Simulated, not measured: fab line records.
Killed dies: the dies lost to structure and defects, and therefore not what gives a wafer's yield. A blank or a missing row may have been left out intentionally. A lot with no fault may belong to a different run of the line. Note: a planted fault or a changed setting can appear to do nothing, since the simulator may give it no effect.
Which of the tools did it? :: flow sky130 :: 11 lots with 33 wafers sampled at 4 steps, on a route of 708 steps

## WHAT EACH GAUGE READ, for each wafer
SKY_METAL3_OVL_MEAS_14.
lot: L629
measured: day 38 23:49
on: overlay-01
METAL3_OVL (nm): 1 3 5

lot: L631
measured: day 39 17:03
on: overlay-01
METAL3_OVL (nm): 6 -1 8

lot: L632
measured: day 40 02:55
on: overlay-01
METAL3_OVL (nm): -1 -5 0

lot: L639
measured: day 41 21:01
on: overlay-01
METAL3_OVL (nm): 2 4 -1

lot: L640
measured: day 42 15:04
on: overlay-02
METAL3_OVL (nm): -8 -2 -7

lot: L642
measured: day 42 23:03
on: overlay-02
METAL3_OVL (nm): 17 10 22

lot: L643
measured: day 43 01:16
on: overlay-01
METAL3_OVL (nm): 5 2 2

lot: L645
measured: day 43 16:17
on: overlay-01
METAL3_OVL (nm): 0 10 7

lot: L648
measured: day 44 14:01
on: overlay-01
METAL3_OVL (nm): 4 4 7

lot: L649
measured: day 45 05:26
on: overlay-02
METAL3_OVL (nm): 1 2 4

lot: L651
measured: day 45 19:38
on: overlay-02
METAL3_OVL (nm): 5 4 9

SKY_VIA3_THK_MEAS_01.
lot: L629
measured: day 39 00:57
on: filmMetro-02
VIA3_HDPCVD_THK (nm): 1618 1632 1656

lot: L631
measured: day 39 18:10
on: filmMetro-04
VIA3_HDPCVD_THK (nm): 1662 1642 1680

lot: L632
measured: day 40 04:25
on: filmMetro-04
VIA3_HDPCVD_THK (nm): 3242 3318 3250

lot: L639
measured: day 41 22:28
on: filmMetro-03
VIA3_HDPCVD_THK (nm): 3267 3212 3259

lot: L640
measured: day 42 16:11
on: filmMetro-03
VIA3_HDPCVD_THK (nm): 1620 1620 1609

lot: L642
measured: day 43 00:10
on: filmMetro-02
VIA3_HDPCVD_THK (nm): 1607 1585 1598

lot: L643
measured: day 43 02:35
on: filmMetro-02
VIA3_HDPCVD_THK (nm): 1618 1633 1668

lot: L645
measured: day 43 17:24
on: filmMetro-04
VIA3_HDPCVD_THK (nm): 1636 1680 1652

lot: L648
measured: day 44 15:34
on: filmMetro-03
VIA3_HDPCVD_THK (nm): 1620 1639 1631

lot: L649
measured: day 45 06:35
on: filmMetro-02
VIA3_HDPCVD_THK (nm): 1627 1624 1648

lot: L651
measured: day 45 20:45
on: filmMetro-04
VIA3_HDPCVD_THK (nm): 1642 1619 1629

## TOOL THAT RAN EACH LOT (tool first, then ch and the chambers of the sampled wafers, then the start)
lot: L629
SKY_METAL3_ETCH_16: rieMetal-02 ch 0,1, day 38 23:54
SKY_VIA3_HDPCVD_00: hdpcvd-02 ch 0,1,2, day 39 00:50

lot: L631
SKY_METAL3_ETCH_16: rieMetal-02 ch 0,1, day 39 17:07
SKY_VIA3_HDPCVD_00: hdpcvd-01 ch 0,1, day 39 18:01

lot: L632
SKY_METAL3_ETCH_16: rieMetal-03 ch 0,1, day 40 03:00
SKY_VIA3_HDPCVD_00: hdpcvd-02 ch 0,1,2, day 40 03:54

lot: L639
SKY_METAL3_ETCH_16: rieMetal-01 ch 0,1, day 41 21:05
SKY_VIA3_HDPCVD_00: hdpcvd-02 ch 0,2, day 41 21:58

lot: L640
SKY_METAL3_ETCH_16: rieMetal-02 ch 0,1, day 42 15:09
SKY_VIA3_HDPCVD_00: hdpcvd-02 ch 0,1, day 42 16:01

lot: L642
SKY_METAL3_ETCH_16: rieMetal-03 ch 0,1, day 42 23:07
SKY_VIA3_HDPCVD_00: hdpcvd-02 ch 0,1, day 43 00:01

lot: L643
SKY_METAL3_ETCH_16: rieMetal-01 ch 0,1, day 43 01:21
SKY_VIA3_HDPCVD_00: hdpcvd-01 ch 0,1,2, day 43 02:28

lot: L645
SKY_METAL3_ETCH_16: rieMetal-02 ch 0,1, day 43 16:20
SKY_VIA3_HDPCVD_00: hdpcvd-01 ch 0,2, day 43 17:14

lot: L648
SKY_METAL3_ETCH_16: rieMetal-02 ch 0,1, day 44 14:05
SKY_VIA3_HDPCVD_00: hdpcvd-02 ch 1,2, day 44 15:25

lot: L649
SKY_METAL3_ETCH_16: rieMetal-02 ch 0,1, day 45 05:29
SKY_VIA3_HDPCVD_00: hdpcvd-01 ch 0,1, day 45 06:25

lot: L651
SKY_METAL3_ETCH_16: rieMetal-02 ch 0,1, day 45 19:41
SKY_VIA3_HDPCVD_00: hdpcvd-02 ch 1,2, day 45 20:35
- SKY_METAL3_ETCH_16: etches BARC in N2/H2, stops on SiO2, time 88.2 s, target depth 60 nm.
- SKY_VIA3_HDPCVD_00: deposits SiO2, target thk 1635 nm, time 272.5 s.

## WHAT THE TOOLS THEMSELVES READ (means of the sampled wafers that have a number; where no wafer has one, the mark that the record gives instead)
SKY_METAL3_ETCH_16.
lot: L629
tool: rieMetal-02
biasW (W): 100.09
drypumpMotorCurrentA (A): 5.50
oesProductAu (a.u.): 0.627
rfFwdPowerW (W): 496.6
throttleValvePct (%): 13.204

lot: L631
tool: rieMetal-02
biasW (W): 99.81
drypumpMotorCurrentA (A): 5.50
oesProductAu (a.u.): 0.621
rfFwdPowerW (W): 497.3
throttleValvePct (%): 13.206

lot: L632
tool: rieMetal-03
biasW (W): 100.02
drypumpMotorCurrentA (A): 5.77
oesProductAu (a.u.): 0.623
rfFwdPowerW (W): 497.9
throttleValvePct (%): 13.206

lot: L639
tool: rieMetal-01
biasW (W): 99.95
drypumpMotorCurrentA (A): 5.72
oesProductAu (a.u.): 0.629
rfFwdPowerW (W): 496.3
throttleValvePct (%): 13.209

lot: L640
tool: rieMetal-02
biasW (W): 99.92
drypumpMotorCurrentA (A): 5.53
oesProductAu (a.u.): 0.632
rfFwdPowerW (W): 495.7
throttleValvePct (%): 13.204

lot: L642
tool: rieMetal-03
biasW (W): 100.05
drypumpMotorCurrentA (A): 5.77
oesProductAu (a.u.): 0.628
rfFwdPowerW (W): 497.8
throttleValvePct (%): 13.200

lot: L643
tool: rieMetal-01
biasW (W): 100.33
drypumpMotorCurrentA (A): 5.43
oesProductAu (a.u.): 0.624
rfFwdPowerW (W): 497.5
throttleValvePct (%): 13.212

lot: L645
tool: rieMetal-02
biasW (W): 99.89
drypumpMotorCurrentA (A): 5.51
oesProductAu (a.u.): 0.626
rfFwdPowerW (W): 496.4
throttleValvePct (%): 13.211

lot: L648
tool: rieMetal-02
biasW (W): 100.19
drypumpMotorCurrentA (A): 5.50
oesProductAu (a.u.): 0.626
rfFwdPowerW (W): 497.2
throttleValvePct (%): 13.208

lot: L649
tool: rieMetal-02
biasW (W): 100.25
drypumpMotorCurrentA (A): 5.51
oesProductAu (a.u.): 0.622
rfFwdPowerW (W): 496.0
throttleValvePct (%): 13.200

lot: L651
tool: rieMetal-02
biasW (W): 100.25
drypumpMotorCurrentA (A): 5.49
oesProductAu (a.u.): 0.627
rfFwdPowerW (W): 495.5
throttleValvePct (%): 13.207

## THE ANSWER, worked out from the rows above alone
Rule: the lots themselves supply what counts as usual. The widest of any qualifying gaps counts: lots, ordered by their means at a reading, are off when they make up no more than a third of the lots, leave a main group of 4 or more, and stand apart from it by 3 or more times the standard deviation of that group's means. A main group is skipped when, at the precision printed for the reading in the tables above, its means are all equal. A lot without any number at a reading at which 4 lots or more have one is off too. Any other lot the step has rows for is counted as sound. First the gauges in route order, then the tools' own readings, where a lot's mean is used as printed above. The first step at which some lot is off is used, and at that step the reading that is off furthest; a lot without a number counts as furthest.
Off: at SKY_VIA3_THK_MEAS_01 (VIA3_HDPCVD_THK), L632, L639. The main group: mean 1633 nm, standard deviation 18.
If a tool, at a process step before that reading, ran all the lots that are off and no sound lot after the first of them, it fits. Not tried: the gauges at SKY_VIA3_THK_MEAS_01; whatever is off there is also off at SKY_METAL3_ETCH_16, on other tools, and gauge error can't account for it. Not one of the candidates tried fits.

## WHAT WAS PUT IN BY THE SIMULATOR
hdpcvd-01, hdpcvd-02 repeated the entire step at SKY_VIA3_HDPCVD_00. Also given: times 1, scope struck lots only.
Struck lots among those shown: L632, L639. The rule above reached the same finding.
